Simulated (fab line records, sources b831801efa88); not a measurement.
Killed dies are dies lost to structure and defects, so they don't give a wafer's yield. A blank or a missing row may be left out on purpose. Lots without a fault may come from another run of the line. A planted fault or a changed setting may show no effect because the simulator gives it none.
Which tool did it? | flow gf180mcu | 24 lots, 72 wafers sampled, at 5 steps of a route of 602

WHAT THE GAUGES READ, wafer by wafer
GF_M2_CD_MEAS_14: target cd 280 nm.
lot  | measured     | on        | cd_nm (nm)
L074 | day 18 11:31 | cd_sem-02 | 282.5 282.1 280.9
L075 | day 19 06:29 | cd_sem-01 | 278.8 278.9 277.9
L076 | day 19 10:10 | cd_sem-02 | 277.9 277.4 276.7
L077 | day 20 05:13 | cd_sem-01 | 280.9 280.0 279.9
L079 | day 21 03:29 | cd_sem-02 | 280.4 280.4 280.0
L078 | day 21 04:39 | cd_sem-02 | 280.9 280.8 281.1
L080 | day 21 19:48 | cd_sem-02 | 279.3 279.8 279.2
L081 | day 21 21:29 | cd_sem-01 | 280.2 278.7 278.6
L082 | day 22 19:39 | cd_sem-02 | 278.8 279.0 279.1
L083 | day 23 04:30 | cd_sem-01 | 280.8 281.1 280.0
L084 | day 23 14:25 | cd_sem-01 | 281.0 279.6 279.6
L085 | day 23 15:41 | cd_sem-01 | 281.5 280.1 280.4
L086 | day 24 03:38 | cd_sem-01 | 278.6 279.7 278.6
L088 | day 24 11:22 | cd_sem-02 | 279.9 281.0 280.9
L087 | day 24 13:27 | cd_sem-02 | 280.3 280.8 279.7
L089 | day 25 01:04 | cd_sem-02 | 281.7 279.2 280.8
L090 | day 25 02:03 | cd_sem-02 | 277.4 278.0 278.2
L091 | day 25 09:01 | cd_sem-02 | 279.6 279.0 279.2
L092 | day 25 16:39 | cd_sem-01 | 280.9 280.1 279.1
L093 | day 25 21:00 | cd_sem-02 | 279.7 278.2 279.2
L094 | day 26 02:24 | cd_sem-01 | 282.4 280.6 279.7
L095 | day 26 05:48 | cd_sem-01 | 278.9 280.2 280.5
L096 | day 26 12:46 | cd_sem-01 | 281.0 282.8 281.2
L097 | day 26 20:15 | cd_sem-02 | 279.9 279.6 280.0

GF_V3_THK_MEAS_03.
lot  | measured     | on            | V3_CVD_02_THK (nm)
L074 | day 20 17:31 | film_metro-02 | 837 846 853
L075 | day 21 12:07 | film_metro-04 | 843 855 862
L076 | day 21 16:08 | film_metro-01 | 848 855 851
L077 | day 22 09:01 | film_metro-01 | 820 834 843
L079 | day 23 07:07 | film_metro-04 | 847 847 837
L078 | day 23 08:19 | film_metro-02 | 838 848 849
L080 | day 23 21:15 | film_metro-02 | 850 852 859
L081 | day 23 23:09 | film_metro-04 | 843 833 845
L082 | day 24 20:50 | film_metro-02 | 840 827 848
L083 | day 25 03:59 | film_metro-02 | 846 860 864
L084 | day 25 13:51 | film_metro-01 | 837 857 849
L085 | day 25 15:07 | film_metro-04 | 854 853 881
L086 | day 26 02:30 | film_metro-04 | 836 839 842
L088 | day 26 10:40 | film_metro-01 | 855 869 861
L087 | day 26 12:37 | film_metro-02 | 839 868 857
L089 | day 26 23:11 | film_metro-01 | 828 842 861
L090 | day 26 23:52 | film_metro-01 | 837 838 855
L091 | day 27 07:08 | film_metro-04 | 843 850 850
L092 | day 27 13:47 | film_metro-01 | 836 827 844
L093 | day 27 17:54 | film_metro-02 | 848 848 850
L094 | day 27 22:54 | film_metro-04 | 833 855 840
L095 | day 28 02:14 | film_metro-01 | 843 850 855
L096 | day 28 08:19 | film_metro-04 | 828 845 840
L097 | day 28 15:50 | film_metro-04 | 836 854 860

WHICH TOOL RAN EACH LOT (tool, then ch and the chambers of the sampled wafers, then the start)
lot  | GF_V1_ETCH_16                      | GF_V1_ETCH_17                                 | GF_V1_CMP_26
L074 | rie_diel-04 ch 1,2,3, day 17 10:14 | rie_diel-04 ch 1,2,3, day 17 11:18 or earlier | cmp-02 ch 0,1,2, day 17 11:18
L075 | rie_diel-04 ch 0,1,3, day 18 03:55 | rie_diel-04 ch 0,1,3, day 18 05:32 or earlier | cmp-02 ch 1,2,3, day 18 05:32
L076 | rie_diel-02 ch 0,1,2, day 18 08:34 | rie_diel-02 ch 0,1,2, day 18 09:37 or earlier | cmp-02 ch 1,2,3, day 18 09:37
L077 | rie_diel-04 ch 0,1, day 19 03:02   | rie_diel-04 ch 0,1, day 19 04:16 or earlier   | cmp-02 ch 0,2, day 19 04:16
L079 | rie_diel-02 ch 1,2,3, day 20 00:41 | rie_diel-02 ch 1,2,3, day 20 01:55 or earlier | cmp-02 ch 0,1,3, day 20 01:55
L078 | rie_diel-03 ch 0,1,2, day 20 02:02 | rie_diel-03 ch 0,1,2, day 20 03:09 or earlier | cmp-02 ch 0,1,2, day 20 03:09
L080 | rie_diel-02 ch 0,1,2, day 20 17:20 | rie_diel-02 ch 0,1,2, day 20 18:24 or earlier | cmp-02 ch 0,2, day 20 18:24
L081 | rie_diel-03 ch 0,1,2, day 20 19:07 | rie_diel-03 ch 0,1,2, day 20 20:10 or earlier | cmp-02 ch 0,2,3, day 20 20:10
L082 | rie_diel-04 ch 1,2,3, day 21 18:58 | rie_diel-04 ch 1,2,3, day 21 20:01 or earlier | cmp-02 ch 1,2,3, day 21 20:01
L083 | rie_diel-04 ch 1,2,3, day 22 04:02 | rie_diel-04 ch 1,2,3, day 22 05:11 or earlier | cmp-02 ch 0,2,3, day 22 05:11
L084 | rie_diel-02 ch 2,3, day 22 14:28   | rie_diel-02 ch 2,3, day 22 15:34 or earlier   | cmp-01 ch 1,2, day 22 15:34
L085 | rie_diel-03 ch 0,2,3, day 22 15:43 | rie_diel-03 ch 0,2,3, day 22 16:53 or earlier | cmp-01 ch 0,1, day 22 16:53
L086 | rie_diel-04 ch 1,2,3, day 23 03:20 | rie_diel-04 ch 1,2,3, day 23 04:44 or earlier | cmp-01 ch 0,2,3, day 23 04:44
L088 | rie_diel-03 ch 0,1,3, day 23 12:20 | rie_diel-03 ch 0,1,3, day 23 13:32 or earlier | cmp-02 ch 0,1,3, day 23 13:32
L087 | rie_diel-04 ch 0,1,2, day 23 13:37 | rie_diel-04 ch 0,1,2, day 23 14:45 or earlier | cmp-02 ch 0,1,2, day 23 14:45
L089 | rie_diel-03 ch 0,1,2, day 24 01:35 | rie_diel-03 ch 0,1,2, day 24 02:39 or earlier | cmp-02 ch 0,1,3, day 24 02:39
L090 | rie_diel-04 ch 1,2, day 24 02:27   | rie_diel-04 ch 1,2, day 24 03:31 or earlier   | cmp-01 ch 0,2, day 24 03:31
L091 | rie_diel-03 ch 1,2,3, day 24 10:13 | rie_diel-03 ch 1,2,3, day 24 11:25 or earlier | cmp-01 ch 1,3, day 24 11:25
L092 | rie_diel-04 ch 0,2, day 24 18:01   | rie_diel-04 ch 0,2, day 24 19:04 or earlier   | cmp-02 ch 1,2,3, day 24 19:04
L093 | rie_diel-03 ch 0,2,3, day 24 22:19 | rie_diel-03 ch 0,2,3, day 24 23:30 or earlier | cmp-01 ch 1,2,3, day 24 23:30
L094 | rie_diel-02 ch 0,1, day 25 03:50   | rie_diel-02 ch 0,1, day 25 04:57 or earlier   | cmp-02 ch 0,3, day 25 04:57
L095 | rie_diel-04 ch 1,2, day 25 07:19   | rie_diel-04 ch 1,2, day 25 08:22 or earlier   | cmp-01 ch 0,1, day 25 08:22
L096 | rie_diel-03 ch 0,2,3, day 25 13:39 | rie_diel-03 ch 0,2,3, day 25 14:50 or earlier | cmp-02 ch 1,2,3, day 25 14:50
L097 | rie_diel-04 ch 1,2,3, day 25 21:36 | rie_diel-04 ch 1,2,3, day 25 22:46 or earlier | cmp-01 ch 1,2,3, day 25 22:46
- GF_V1_ETCH_16: etches BARC in N2/H2.
- GF_V1_ETCH_17: etches SiO2 in C4F8/O2/Ar, stops on TiN, target depth 630 nm.
- GF_V1_CMP_26: polishes, stops on SiO2, t overpolish 15 s, target thk 0 nm.

WHAT THE TOOLS THEMSELVES READ (means of the sampled wafers that have a number; where no wafer has one, the mark that the record gives instead)
GF_V1_ETCH_16.
lot  | tool        | chamber_pressure_mTorr (mTorr) | drypump_motor_current_A (A) | oes_product_au (a.u.) | throttle_valve_pct (%)
L074 | rie_diel-04 | 30.003                         | 5.8                         | 0.858                 | 13.234
L075 | rie_diel-04 | 30.001                         | 5.9                         | 0.857                 | 13.224
L076 | rie_diel-02 | 29.998                         | 5.6                         | 0.853                 | 13.222
L077 | rie_diel-04 | 30.025                         | 5.9                         | 0.852                 | 13.218
L079 | rie_diel-02 | 29.977                         | 5.7                         | 0.856                 | 13.228
L078 | rie_diel-03 | 30.020                         | 5.5                         | 0.853                 | 13.229
L080 | rie_diel-02 | 29.974                         | 5.6                         | 0.857                 | 13.229
L081 | rie_diel-03 | 29.994                         | 5.5                         | 0.858                 | 13.221
L082 | rie_diel-04 | 29.975                         | 5.8                         | 0.854                 | 13.227
L083 | rie_diel-04 | 30.009                         | 5.8                         | 0.856                 | 13.216
L084 | rie_diel-02 | 29.972                         | 5.5                         | 0.857                 | 13.219
L085 | rie_diel-03 | 29.989                         | 5.6                         | 0.853                 | 13.218
L086 | rie_diel-04 | 29.975                         | 5.8                         | 0.858                 | 13.228
L088 | rie_diel-03 | 30.013                         | 5.8                         | 0.850                 | 13.225
L087 | rie_diel-04 | 30.006                         | 5.8                         | 0.852                 | 13.221
L089 | rie_diel-03 | 30.002                         | 5.5                         | 0.863                 | 13.221
L090 | rie_diel-04 | 30.005                         | 5.6                         | 0.862                 | 13.223
L091 | rie_diel-03 | 29.999                         | 5.7                         | 0.855                 | 13.225
L092 | rie_diel-04 | 30.004                         | 5.7                         | 0.857                 | 13.221
L093 | rie_diel-03 | 30.012                         | 5.6                         | 0.852                 | 13.218
L094 | rie_diel-02 | 30.019                         | 5.8                         | 0.856                 | 13.223
L095 | rie_diel-04 | 29.994                         | 5.6                         | 0.849                 | 13.232
L096 | rie_diel-03 | 30.006                         | 5.5                         | 0.853                 | 13.233
L097 | rie_diel-04 | 29.995                         | 5.8                         | 0.857                 | 13.221

GF_V1_ETCH_17.
lot  | tool        | chamber_pressure_mTorr (mTorr) | oes_product_au (a.u.)
L074 | rie_diel-04 | 40.01                          | 0.857
L075 | rie_diel-04 | 39.97                          | 0.854
L076 | rie_diel-02 | 40.02                          | 0.859
L077 | rie_diel-04 | 40.01                          | 0.857
L079 | rie_diel-02 | 40.01                          | 0.856
L078 | rie_diel-03 | 40.00                          | 0.850
L080 | rie_diel-02 | 39.99                          | 0.854
L081 | rie_diel-03 | 39.99                          | 0.862
L082 | rie_diel-04 | 40.02                          | 0.857
L083 | rie_diel-04 | 40.01                          | 0.852
L084 | rie_diel-02 | 40.04                          | 0.850
L085 | rie_diel-03 | 39.99                          | 0.852
L086 | rie_diel-04 | 40.01                          | 0.859
L088 | rie_diel-03 | 40.02                          | 0.851
L087 | rie_diel-04 | 39.98                          | 0.862
L089 | rie_diel-03 | 40.03                          | 0.853
L090 | rie_diel-04 | 39.99                          | 0.855
L091 | rie_diel-03 | 40.02                          | 0.855
L092 | rie_diel-04 | 40.01                          | 0.856
L093 | rie_diel-03 | 39.99                          | 0.858
L094 | rie_diel-02 | 40.03                          | 0.854
L095 | rie_diel-04 | 39.99                          | 0.855
L096 | rie_diel-03 | 40.01                          | 0.854
L097 | rie_diel-04 | 40.00                          | 0.850

GF_V1_CMP_26.
lot  | tool   | motor_current_A (A) | overpolish_run_s (s) | slurry_filter_dp_kPa (kPa) | time_to_endpoint_s (s)
L074 | cmp-02 | 11.2                | 14.995               | 13.63                      | 86
L075 | cmp-02 | 10.9                | 15.008               | 13.52                      | 84
L076 | cmp-02 | 10.6                | 15.003               | 13.49                      | 83
L077 | cmp-02 | 10.5                | 15.000               | 13.53                      | 85
L079 | cmp-02 | 11.8                | 15.009               | 13.67                      | 86
L078 | cmp-02 | 11.3                | 15.005               | 13.43                      | 86
L080 | cmp-02 | 11.4                | 14.996               | 13.45                      | 83
L081 | cmp-02 | 11.5                | 14.995               | 13.63                      | 85
L082 | cmp-02 | 11.4                | 15.006               | 13.40                      | 87
L083 | cmp-02 | 11.6                | 14.998               | 13.47                      | 82
L084 | cmp-01 | 10.6                | 15.004               | 13.47                      | 85
L085 | cmp-01 | 10.6                | 14.997               | 13.62                      | 88
L086 | cmp-01 | 11.4                | 15.005               | 13.58                      | 84
L088 | cmp-02 | 12.1                | 15.002               | 13.52                      | 82
L087 | cmp-02 | 11.1                | 15.004               | 13.61                      | 80
L089 | cmp-02 | 12.1                | 14.998               | 13.54                      | 84
L090 | cmp-01 | 11.2                | 15.007               | 13.46                      | 85
L091 | cmp-01 | 12.2                | 14.997               | 13.49                      | 86
L092 | cmp-02 | 11.4                | 15.006               | 13.45                      | 80
L093 | cmp-01 | 11.2                | 14.995               | 13.58                      | 82
L094 | cmp-02 | 12.4                | 14.991               | 13.52                      | 83
L095 | cmp-01 | 10.4                | 15.003               | 13.54                      | 80
L096 | cmp-02 | 11.3                | 14.987               | 13.32                      | 84
L097 | cmp-01 | 11.3                | 15.011               | 13.50                      | 84

THE ANSWER, worked out from the rows above alone
Rule: what is usual is taken from the lots themselves. Put in order of their means at a reading, lots are off if they are a third of the lots or fewer, leave a main group of 4 or more, and stand apart from it by a gap of 3 or more times the standard deviation of the main group's means; of several such gaps the widest counts. A main group whose means are all the same, to the digits that the tables above print for the reading, isn't used. A lot without any number at a reading at which 4 lots or more have one is off too. The other lots that the step has rows for count as sound. The gauges are gone through in route order, then the tools' own readings, and for those a lot's mean is taken as printed above. The first step at which some lot is off is used, and at that step the reading that is off furthest; a lot without a number counts as furthest.
No lot is off at any reading shown: from this, nothing can be told.

WHAT THE SIMULATOR HAD PUT IN
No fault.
